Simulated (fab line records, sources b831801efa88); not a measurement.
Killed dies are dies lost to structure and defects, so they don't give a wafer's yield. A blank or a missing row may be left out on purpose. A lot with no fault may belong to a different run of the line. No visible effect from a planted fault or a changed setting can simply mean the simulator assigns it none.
Matching of chambers | flow gf180mcu | GF_V4_ETCH_16 on rie diel-03: 4 sister chambers
The step etches BARC in N2/H2. 14 wafers are shown with their chamber, then 7 later ones without.

== WAFERS WITH THEIR CHAMBER ==
wafer  | chamber | drypump motor current A (A) | oes product au (a.u.) | throttle valve pct (%)
L772.1 | 0       | 5.6                         | 0.856                 | 13.226
L772.2 | 2       | 5.6                         | 0.849                 | 13.226
L772.5 | 3       | 5.5                         | 0.860                 | 13.222
L788.3 | 3       | 5.4                         | 0.848                 | 13.218
L788.5 | 3       | 5.4                         | 0.850                 | 13.225
L788.6 | 0       | 5.6                         | 0.858                 | 13.211
L790.2 | 2       | 5.6                         | 0.854                 | 13.221
L790.5 | 3       | 5.5                         | 0.860                 | 13.213
L790.6 | 0       | 5.5                         | 0.851                 | 13.222
L791.3 | 3       | 5.5                         | 0.845                 | 13.223
L791.4 | 2       | 5.6                         | 0.854                 | 13.208
L791.6 | 2       | 5.6                         | 0.863                 | 13.229
L793.1 | 1       | 5.6                         | 0.853                 | 13.220
L793.4 | 2       | 5.6                         | 0.849                 | 13.220

SIGNATURES (means of the wafers above)
reading                 | chamber 0 | chamber 1 | chamber 2 | chamber 3 | scatter within a chamber
drypump motor current A | 5.567     | 5.600     | 5.600     | 5.460     | 0.0432
oes product au          | 0.85500   | 0.85300   | 0.85380   | 0.85260   | 0.00593
throttle valve pct      | 13.21967  | 13.22000  | 13.22080  | 13.22020  | 0.00686
Rule: a wafer lies at a distance from a chamber equal to the root of the sum of squares, over the readings, of (its reading less the chamber's mean, divided by the reading's scatter). The wafer belongs to the nearest chamber; if the next one is less than 2 further off, it can't be placed. How the scatter is found: for the shown wafers, subtract from each reading the mean of its chamber, square and add these, divide the total by (wafers less chambers), then take the root.

== WAFERS WITH NO CHAMBER GIVEN ==
wafer  | drypump motor current A (A) | oes product au (a.u.) | throttle valve pct (%)
L793.5 | 5.6                         | 0.857                 | 13.225
L792.2 | 5.6                         | 0.850                 | 13.240
L792.3 | 5.5                         | 0.854                 | 13.226
L792.6 | 5.6                         | 0.854                 | 13.209
L794.1 | 5.5                         | 0.858                 | 13.247
L794.4 | 5.6                         | 0.856                 | 13.230
L794.6 | 5.6                         | 0.857                 | 13.225

== CHAMBER TAKEN BY EACH ==
wafer  | from the rows above               | in truth
L793.5 | can't be placed: 2 or 1 or 0      | 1
L792.2 | can't be placed: 2 or 1 or 0 or 3 | 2
L792.3 | can't be placed: 3 or 0 or 2 or 1 | 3
L792.6 | can't be placed: 1 or 2 or 0      | 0
L794.1 | can't be placed: 3 or 0 or 2 or 1 | 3
L794.4 | can't be placed: 2 or 1 or 0      | 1
L794.6 | can't be placed: 2 or 1 or 0      | 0
Correct placement for 0 of the 7. From these rows, 7 cannot be placed; in 7 the true chamber is one of the candidates. Placed wrongly: 0.
